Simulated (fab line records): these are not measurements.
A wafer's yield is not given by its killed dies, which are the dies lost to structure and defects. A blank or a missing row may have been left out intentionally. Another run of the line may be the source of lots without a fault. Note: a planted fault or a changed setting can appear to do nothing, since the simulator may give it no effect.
The same fault as seen by 2 desks -- flow gf180mcu -- only its own numbers are on each desk; what lay behind them is given at the end

THE METROLOGY DESK
Lot by lot, what the gauges showed, no matter which tool ran the lot: averages of those sampled wafers that carry a number. A lot is out of limits, marked OUT, if its mean lies more than 4 standard deviations from the usual mean; the brackets give that distance.
Columns: A = VT_IMPLANT_OVL at GF_VT_IMPLANT_OVL_MEAS_07, usual 0.8 nm; B = VT_IMPLANT_4_TW at GF_VT_IMPLANT_TW_MEAS_43, usual 688; C = cdNm at GF_M1_CD_MEAS_14, usual 230.0 nm
lot,first seen here,A,B,C
L825,day 5 14:50,2.3,686,229.8
L826,day 5 22:49,0.1,687,229.7
L827,day 6 02:49,2.2,691,229.4
L828,day 6 08:39,-0.1,689,229.1
L829,day 6 14:04,1.3,686,227.5
L831,day 7 03:10,0.7,678,230.7
L832,day 7 10:13,-2.2,690,229.1
L833,day 7 17:13,2.3,691,229.0
L834,day 7 21:10,1.3,645 (-8.5) OUT,231.3
L838,day 9 00:43,0.2,647 (-8.0) OUT,230.0
L846,day 11 01:00,-0.1,685,230.9
L847,day 11 05:13,-0.4,686,231.4
L848,day 11 16:10,1.1,692,230.4
This desk finds L834, L838 out of limits, with the earliest case on L834 at day 10 00:03 (VT_IMPLANT_4_TW at GF_VT_IMPLANT_TW_MEAS_43). Within limits: L825, L826, L827, L828, L829, L831, L832, L833, L846, L847, L848.

DESK OF THE TOOL OWNER: implanter-04
GF_VT_IMPLANT_IMPLANT_41, tool's own readings: per-lot mean of the sampled wafers with a number, covering each lot this tool ran. A lot is out of limits, marked OUT, if its mean lies more than 4 standard deviations from the usual mean; the brackets give that distance.
Columns: A = beamEnergyKeV at GF_VT_IMPLANT_IMPLANT_41, usual 70.001; B = tiltDeg at GF_VT_IMPLANT_IMPLANT_41, usual 6.996 degrees
lot,first seen here,A,B
L826,day 7 20:37,70.028,7.013
L828,day 8 07:56,69.994,6.994
L829,day 8 13:23,70.016,7.004
L832,day 9 12:27,70.006,6.994
L833,day 9 19:39,69.989,6.983
L834,day 9 23:48,55.628 (-99 or more) OUT,6.990
L838,day 11 07:10,55.607 (-99 or more) OUT,7.028
This desk's finding: out of limits on L834, L838; first on L834, day 9 23:48 (beamEnergyKeV at GF_VT_IMPLANT_IMPLANT_41). Within limits: L826, L828, L829, L832, L833.

ALL TOGETHER
At day 9 23:48, on L834, L838, the tool owner's desk was in a position to raise an alarm.
On L834, L838, the metrology desk was in a position to raise an alarm at day 10 00:03.
On implanter-04, each named lot ran GF_VT_IMPLANT_IMPLANT_41.

WHAT THE SIMULATOR HAD INSERTED
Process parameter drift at GF_VT_IMPLANT_IMPLANT_41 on implanter-04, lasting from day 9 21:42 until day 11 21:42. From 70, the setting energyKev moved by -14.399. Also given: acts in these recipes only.
Shown lots that were struck: L834, L838.
Time in hours from fault onset to the first out-of-limits reading at each desk: tool owner's desk 2, metrology desk 2.
